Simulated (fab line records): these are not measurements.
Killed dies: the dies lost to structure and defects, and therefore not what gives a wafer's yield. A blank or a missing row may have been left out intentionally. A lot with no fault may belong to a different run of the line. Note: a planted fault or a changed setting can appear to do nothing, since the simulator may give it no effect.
fab line records + flow sky130
record
- lots=13
- wafers=39
- last_day=50
route steps=708 shown VT_ADJUST_HVTP@94 METAL1@435 VIA1@479
lots that met no fault: taken from a fault-free run of the same line
start_h: start of the lot's first displayed wafer, in hours after the record's first day + wait_h: how many hours have passed since the lot's step before this one + " unchanged from the row above + L1.1+2: a single row standing in for several wafers + - no value, or no start was given + * or withheld: withheld + < > ~ a bound
route shown NAME@n: names a module that has steps shown in the file, with the first one's number in the route + usual: mean/standard deviation taken from wafers without a fault + same: alike in all rows + chamber/n: place in a boat + sites: per-site readings + _std_site: standard deviation of those values + _edge_site: mean of outer sites minus mean of inner sites + radius_mm: how far each site lies from the wafer's centre + mask NAME#n: copy n + behind: tool/chamber where the wafer was last shaped + hold: the reason the lot was held/the length of the hold in hours/how it ended + device: which transistor (n, p or np) failed to switch + end of line: the same wafers' tests at the end of the route + a step given without rows: its recipe and nothing more + killed: not the wafer's yield, but the dies lost to structure and defects at the first sort + map: dies across one wafer; x = killed, . = not, _ = none there
set.NAME: the setting that was run; set.NAME@STEP: the one run at that earlier step + model.NAME: the simulator's own value behind a step, which no gauge read
the route's steps for a sample of lots (tables are steps, rows are wafers)
services: a tool's chamber out of use, with start hour (start_h, from the record's first day; less than 0 if before it), hours out, and reason
## steps
# step SKY_VT_ADJUST_HVTP_IMPLANT_09
# recipe
- species=As
- energy_kev=150
- dose_cm2=4.3e+12
- tilt_deg=withheld
# usual
- beam_energy_keV=149.99/0.045
# same
- implant_ion_amu=75
| lot.wafer | tool         | chamber | start_h | wait_h | beam_energy_keV |
|-----------|--------------|---------|---------|--------|-----------------|
| L928.3    | implanter-01 | 0       | 120.81  | 0.1    | 150.02          |
| L928.4    | "            | 0       | "       | "      | 150.02          |
| L928.5    | "            | 0       | "       | "      | 149.99          |
| L930.1    | implanter-02 | 0       | 140.27  | 0.0    | 150.03          |
| L930.2    | "            | 0       | "       | "      | 150.03          |
| L930.3    | "            | 0       | "       | "      | 149.98          |
| L933.4    | implanter-02 | 0       | 155.35  | 0.1    | 150.02          |
| L933.5    | "            | 0       | "       | "      | 149.92          |
| L933.6    | "            | 0       | "       | "      | 149.99          |
| L932.2    | implanter-03 | 0       | 156.58  | 0.0    | 149.93          |
| L932.3    | "            | 0       | "       | "      | 149.90          |
| L932.4    | "            | 0       | "       | "      | 149.88          |
| L934.2    | implanter-03 | 0       | 162.45  | 0.0    | 149.96          |
| L934.5    | "            | 0       | "       | "      | 149.98          |
| L934.6    | "            | 0       | "       | "      | 150.01          |
| L935.2    | implanter-01 | 0       | 167.93  | 0.0    | 150.03          |
| L935.4    | "            | 0       | "       | "      | 149.97          |
| L935.6    | "            | 0       | "       | "      | 149.97          |
| L938.1    | implanter-01 | 0       | 185.42  | 0.0    | 149.99          |
| L938.4    | "            | 0       | "       | "      | 149.94          |
| L938.6    | "            | 0       | "       | "      | 149.99          |
| L939.2    | implanter-01 | 0       | 192.45  | 0.0    | 150.08          |
| L939.3    | "            | 0       | "       | "      | 150.04          |
| L939.6    | "            | 0       | "       | "      | 150.00          |
| L942.1    | implanter-02 | 0       | 211.62  | 0.0    | 150.08          |
| L942.2    | "            | 0       | "       | "      | 149.97          |
| L942.6    | "            | 0       | "       | "      | 150.02          |
| L943.3    | implanter-02 | 0       | 215.87  | 0.1    | 150.05          |
| L943.5    | "            | 0       | "       | "      | 149.99          |
| L943.6    | "            | 0       | "       | "      | 150.04          |
| L946.1    | implanter-02 | 0       | 235.16  | 0.0    | 137.01          |
| L946.4    | "            | 0       | "       | "      | 137.05          |
| L946.6    | "            | 0       | "       | "      | 137.09          |
| L948.2    | implanter-02 | 0       | 247.10  | 0.0    | 137.08          |
| L948.5    | "            | 0       | "       | "      | 137.00          |
| L948.6    | "            | 0       | "       | "      | 137.09          |
| L951.1    | implanter-03 | 0       | 269.62  | 0.0    | 149.95          |
| L951.5    | "            | 0       | "       | "      | 149.93          |
| L951.6    | "            | 0       | "       | "      | 149.90          |
# step SKY_VT_ADJUST_HVTP_TW_MEAS_11
# usual
- VT_ADJUST_HVTP_TW=1363/6.1
| lot.wafer | tool          | chamber | start_h | wait_h | VT_ADJUST_HVTP_TW |
|-----------|---------------|---------|---------|--------|-------------------|
| L928.3    | film_metro-01 | -       | 121.03  | 0.1    | 1353              |
| L928.4    | "             | -       | "       | "      | 1348              |
| L928.5    | "             | -       | "       | "      | 1350              |
| L930.1    | film_metro-04 | -       | 140.52  | 0.1    | 1363              |
| L930.2    | "             | -       | "       | "      | 1353              |
| L930.3    | "             | -       | "       | "      | 1354              |
| L933.4    | film_metro-04 | -       | 155.55  | 0.1    | 1366              |
| L933.5    | "             | -       | "       | "      | 1362              |
| L933.6    | "             | -       | "       | "      | 1370              |
| L932.2    | film_metro-04 | -       | 156.82  | 0.1    | 1369              |
| L932.3    | "             | -       | "       | "      | 1366              |
| L932.4    | "             | -       | "       | "      | 1363              |
| L934.2    | film_metro-01 | -       | 162.68  | 0.1    | 1363              |
| L934.5    | "             | -       | "       | "      | 1362              |
| L934.6    | "             | -       | "       | "      | 1355              |
| L935.2    | film_metro-03 | -       | 168.17  | 0.1    | 1369              |
| L935.4    | "             | -       | "       | "      | 1369              |
| L935.6    | "             | -       | "       | "      | 1374              |
| L938.1    | film_metro-01 | -       | 185.67  | 0.1    | 1356              |
| L938.4    | "             | -       | "       | "      | 1362              |
| L938.6    | "             | -       | "       | "      | 1357              |
| L939.2    | film_metro-01 | -       | 192.68  | 0.1    | 1357              |
| L939.3    | "             | -       | "       | "      | 1360              |
| L939.6    | "             | -       | "       | "      | 1371              |
| L942.1    | film_metro-01 | -       | 211.87  | 0.1    | 1361              |
| L942.2    | "             | -       | "       | "      | 1359              |
| L942.6    | "             | -       | "       | "      | 1355              |
| L943.3    | film_metro-01 | -       | 216.09  | 0.1    | 1366              |
| L943.5    | "             | -       | "       | "      | 1365              |
| L943.6    | "             | -       | "       | "      | 1366              |
| L946.1    | film_metro-01 | -       | 235.41  | 0.1    | 1328              |
| L946.4    | "             | -       | "       | "      | 1335              |
| L946.6    | "             | -       | "       | "      | 1327              |
| L948.2    | film_metro-01 | -       | 247.33  | 0.1    | 1331              |
| L948.5    | "             | -       | "       | "      | 1338              |
| L948.6    | "             | -       | "       | "      | 1332              |
| L951.1    | film_metro-01 | -       | 269.87  | 0.1    | 1365              |
| L951.5    | "             | -       | "       | "      | 1360              |
| L951.6    | "             | -       | "       | "      | 1362              |
# step SKY_METAL1_SPUTTER_01
# recipe
- material=TiN
- target_thk_nm=20
- power_w=6500
- time_s=16.7
- chamber_pressure_pa=0.4
# usual
- throttle_valve_pct=30.7/0.65
| lot.wafer | tool           | chamber | start_h | wait_h | throttle_valve_pct |
|-----------|----------------|---------|---------|--------|--------------------|
| L928.3    | pvd_sputter-02 | -       | 731.80  | 0.0    | 29.8               |
| L928.4    | "              | -       | "       | "      | 30.2               |
| L928.5    | "              | -       | "       | "      | 31.3               |
| L930.1    | pvd_sputter-04 | -       | 765.50  | 0.0    | 31.4               |
| L930.2    | "              | -       | "       | "      | 30.5               |
| L930.3    | "              | -       | "       | "      | 29.7               |
| L933.4    | pvd_sputter-02 | -       | 778.88  | 0.0    | 30.8               |
| L933.5    | "              | -       | "       | "      | 30.6               |
| L933.6    | "              | -       | "       | "      | 30.8               |
| L932.2    | pvd_sputter-04 | -       | 785.46  | 0.0    | 30.7               |
| L932.3    | "              | -       | "       | "      | 29.8               |
| L932.4    | "              | -       | "       | "      | 30.5               |
| L934.2    | pvd_sputter-04 | -       | 790.47  | 0.0    | 30.4               |
| L934.5    | "              | -       | "       | "      | 30.3               |
| L934.6    | "              | -       | "       | "      | 30.4               |
| L935.2    | pvd_sputter-01 | -       | 803.04  | 0.0    | 31.1               |
| L935.4    | "              | -       | "       | "      | 31.3               |
| L935.6    | "              | -       | "       | "      | 31.5               |
| L938.1    | pvd_sputter-04 | -       | 817.44  | 0.0    | 30.5               |
| L938.4    | "              | -       | "       | "      | 30.2               |
| L938.6    | "              | -       | "       | "      | 31.8               |
| L939.2    | pvd_sputter-04 | -       | 826.16  | 0.0    | 29.6               |
| L939.3    | "              | -       | "       | "      | 30.7               |
| L939.6    | "              | -       | "       | "      | 30.1               |
| L943.3    | pvd_sputter-04 | -       | 851.90  | 0.0    | 30.0               |
| L943.5    | "              | -       | "       | "      | 31.7               |
| L943.6    | "              | -       | "       | "      | 29.6               |
| L942.1    | pvd_sputter-02 | -       | 852.83  | 0.0    | 30.7               |
| L942.2    | "              | -       | "       | "      | 31.3               |
| L942.6    | "              | -       | "       | "      | 31.3               |
| L946.1    | pvd_sputter-02 | -       | 874.18  | 0.0    | 31.3               |
| L946.4    | "              | -       | "       | "      | 30.8               |
| L946.6    | "              | -       | "       | "      | 31.4               |
| L948.2    | pvd_sputter-04 | -       | 890.17  | 0.0    | 30.0               |
| L948.5    | "              | -       | "       | "      | 30.4               |
| L948.6    | "              | -       | "       | "      | 29.9               |
| L951.1    | pvd_sputter-02 | -       | 909.84  | 0.0    | 30.4               |
| L951.5    | "              | -       | "       | "      | 30.8               |
| L951.6    | "              | -       | "       | "      | 30.9               |
# step SKY_METAL1_OVL_MEAS_16
# usual
- METAL1_OVL=-2/4.1
| lot.wafer | tool       | chamber | start_h | wait_h | METAL1_OVL[nm] |
|-----------|------------|---------|---------|--------|----------------|
| L928.3    | overlay-01 | -       | 758.56  | 0.1    | -6             |
| L928.4    | "          | -       | "       | "      | -3             |
| L928.5    | "          | -       | "       | "      | -10            |
| L930.1    | overlay-01 | -       | 791.35  | 0.1    | -5             |
| L930.2    | "          | -       | "       | "      | 0              |
| L930.3    | "          | -       | "       | "      | -12            |
| L933.4    | overlay-01 | -       | 805.29  | 0.1    | 5              |
| L933.5    | "          | -       | "       | "      | 4              |
| L933.6    | "          | -       | "       | "      | 5              |
| L932.2    | overlay-02 | -       | 811.94  | 0.1    | 4              |
| L932.3    | "          | -       | "       | "      | -1             |
| L932.4    | "          | -       | "       | "      | 1              |
| L934.2    | overlay-02 | -       | 816.93  | 0.1    | -4             |
| L934.5    | "          | -       | "       | "      | -4             |
| L934.6    | "          | -       | "       | "      | -2             |
| L935.2    | overlay-02 | -       | 829.39  | 0.1    | -4             |
| L935.4    | "          | -       | "       | "      | -5             |
| L935.6    | "          | -       | "       | "      | -4             |
| L938.1    | overlay-01 | -       | 842.40  | 0.1    | 9              |
| L938.4    | "          | -       | "       | "      | 4              |
| L938.6    | "          | -       | "       | "      | 3              |
| L939.2    | overlay-01 | -       | 852.69  | 0.1    | 1              |
| L939.3    | "          | -       | "       | "      | 8              |
| L939.6    | "          | -       | "       | "      | 2              |
| L943.3    | overlay-01 | -       | 878.58  | 0.1    | 1              |
| L943.5    | "          | -       | "       | "      | -3             |
| L943.6    | "          | -       | "       | "      | -5             |
| L942.1    | overlay-02 | -       | 879.22  | 0.1    | 2              |
| L942.2    | "          | -       | "       | "      | -1             |
| L942.6    | "          | -       | "       | "      | -5             |
| L946.1    | overlay-02 | -       | 899.67  | 0.1    | -3             |
| L946.4    | "          | -       | "       | "      | 1              |
| L946.6    | "          | -       | "       | "      | 2              |
| L948.2    | overlay-01 | -       | 915.83  | 0.1    | -4             |
| L948.5    | "          | -       | "       | "      | -7             |
| L948.6    | "          | -       | "       | "      | -1             |
| L951.1    | overlay-02 | -       | 934.75  | 0.1    | -6             |
| L951.5    | "          | -       | "       | "      | -1             |
| L951.6    | "          | -       | "       | "      | -4             |
# step SKY_VIA1_CVD_21
# recipe
- material=W
- target_thk_nm=270
- time_s=80.902
- temp_c=400
- pressure_torr=40
# usual
- heater_power_w=890/69
| lot.wafer | tool     | chamber | start_h | wait_h | heater_power_w |
|-----------|----------|---------|---------|--------|----------------|
| L928.3    | cvd_w-02 | 0       | 787.24  | 0.1    | 953            |
| L928.4    | "        | 1       | "       | "      | 914            |
| L928.5    | "        | 0       | "       | "      | 934            |
| L930.1    | cvd_w-02 | 1       | 820.00  | 0.0    | 918            |
| L930.2    | "        | 0       | "       | "      | 963            |
| L930.3    | "        | 1       | "       | "      | 911            |
| L933.4    | cvd_w-02 | 1       | 833.09  | 0.1    | 935            |
| L933.5    | "        | 1       | "       | "      | 914            |
| L933.6    | "        | 0       | "       | "      | 931            |
| L932.2    | cvd_w-02 | 0       | 840.36  | 0.0    | 955            |
| L932.3    | "        | 0       | "       | "      | 958            |
| L932.4    | "        | 1       | "       | "      | 917            |
| L934.2    | cvd_w-01 | 1       | 845.16  | 0.0    | 941            |
| L934.5    | "        | 0       | "       | "      | 801            |
| L934.6    | "        | 1       | "       | "      | 932            |
| L935.2    | cvd_w-01 | 1       | 858.06  | 0.0    | 948            |
| L935.4    | "        | 0       | "       | "      | 796            |
| L935.6    | "        | 0       | "       | "      | 795            |
| L938.1    | cvd_w-01 | 1       | 870.76  | 0.0    | 936            |
| L938.4    | "        | 0       | "       | "      | 801            |
| L938.6    | "        | 0       | "       | "      | 775            |
| L939.2    | cvd_w-02 | 0       | 880.88  | 0.0    | 943            |
| L939.3    | "        | 1       | "       | "      | 907            |
| L939.6    | "        | 0       | "       | "      | 949            |
| L943.3    | cvd_w-01 | 0       | 905.61  | 0.1    | 790            |
| L943.5    | "        | 0       | "       | "      | 801            |
| L943.6    | "        | 1       | "       | "      | 955            |
| L942.1    | cvd_w-01 | 0       | 907.33  | 0.0    | 799            |
| L942.2    | "        | 1       | "       | "      | 961            |
| L942.6    | "        | 1       | "       | "      | 951            |
| L946.1    | cvd_w-02 | 0       | 927.43  | 0.0    | 973            |
| L946.4    | "        | 0       | "       | "      | 944            |
| L946.6    | "        | 1       | "       | "      | 844            |
| L948.2    | cvd_w-01 | 0       | 945.04  | 0.0    | 807            |
| L948.5    | "        | 0       | "       | "      | 800            |
| L948.6    | "        | 1       | "       | "      | 955            |
| L951.1    | cvd_w-01 | 0       | 961.55  | 0.0    | 795            |
| L951.5    | "        | 1       | "       | "      | 943            |
| L951.6    | "        | 0       | "       | "      | 777            |
## services
| tool           | chamber | start_h | hours | kind   |
|----------------|---------|---------|-------|--------|
| implanter-02   | -       | 133.31  | 4.5   | pm     |
| cvd_w-02       | 1       | 163.17  | 2.5   | repair |
| cvd_w-02       | 1       | 185.34  | 4.6   | repair |
| pvd_sputter-04 | -       | 186.40  | 3.1   | repair |
| pvd_sputter-04 | -       | 224.90  | 1.4   | repair |
| cvd_w-02       | 1       | 245.37  | 15.4  | repair |
| pvd_sputter-04 | -       | 277.05  | 0.5   | repair |
| cvd_w-01       | 0       | 288.06  | 6.4   | repair |
| pvd_sputter-04 | -       | 290.12  | 4.1   | repair |
| implanter-02   | -       | 314.58  | 4.9   | pm     |
| implanter-02   | -       | 320.68  | 2.8   | repair |
| cvd_w-01       | -       | 321.07  | 1.0   | repair |
| cvd_w-01       | -       | 390.00  | 14.0  | pm     |
| pvd_sputter-04 | -       | 402.76  | 7.3   | repair |
| pvd_sputter-04 | -       | 417.27  | 0.6   | repair |
| pvd_sputter-04 | -       | 441.10  | 3.1   | repair |
| pvd_sputter-04 | -       | 467.21  | 8.9   | repair |
| cvd_w-01       | 1       | 479.18  | 3.6   | repair |
| cvd_w-01       | -       | 551.91  | 2.8   | pm     |
| cvd_w-01       | -       | 583.24  | 0.8   | repair |
| cvd_w-01       | -       | 643.29  | 1.4   | repair |
| pvd_sputter-04 | -       | 683.08  | 3.4   | repair |
| pvd_sputter-04 | -       | 911.31  | 1.6   | repair |
| cvd_w-01       | -       | 953.53  | 6.9   | pm     |
## key
first_sign
- step=SKY_VT_ADJUST_HVTP_IMPLANT_09
- reading=beam_energy_keV
- direction=down
- sigmas=99+
- usual=*
- struck=*
effect
- step=SKY_VT_ADJUST_HVTP_TW_MEAS_11
- reading=VT_ADJUST_HVTP_TW
- direction=down
- sigmas=5.1
- usual=1363
- struck=1332
met_at SKY_VT_ADJUST_HVTP_IMPLANT_09
struck_lots L946,L948
tester_left_out L946,L948
not_acting_at SKY_METAL1_SPUTTER_01,SKY_METAL1_OVL_MEAS_16,SKY_VIA1_CVD_21
onset_between 215.87 235.16
fault
- kind=process_parameter_drift
- tool=implanter-02
- chamber=-
- onset_h=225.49
- steps=SKY_VT_ADJUST_HVTP_IMPLANT_09
- channel=energy_kev
- offset=*
- shape=step
- end_h=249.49
- acts_in=*
- stated=*
# tester_left_out: of these lots the tester's yield and bins aren't shown, on N5 and GAA mostly nor the transistor test; their killed dies are dies lost to structure and defects alone, not to doping, threshold or leakage, so they don't give the yield
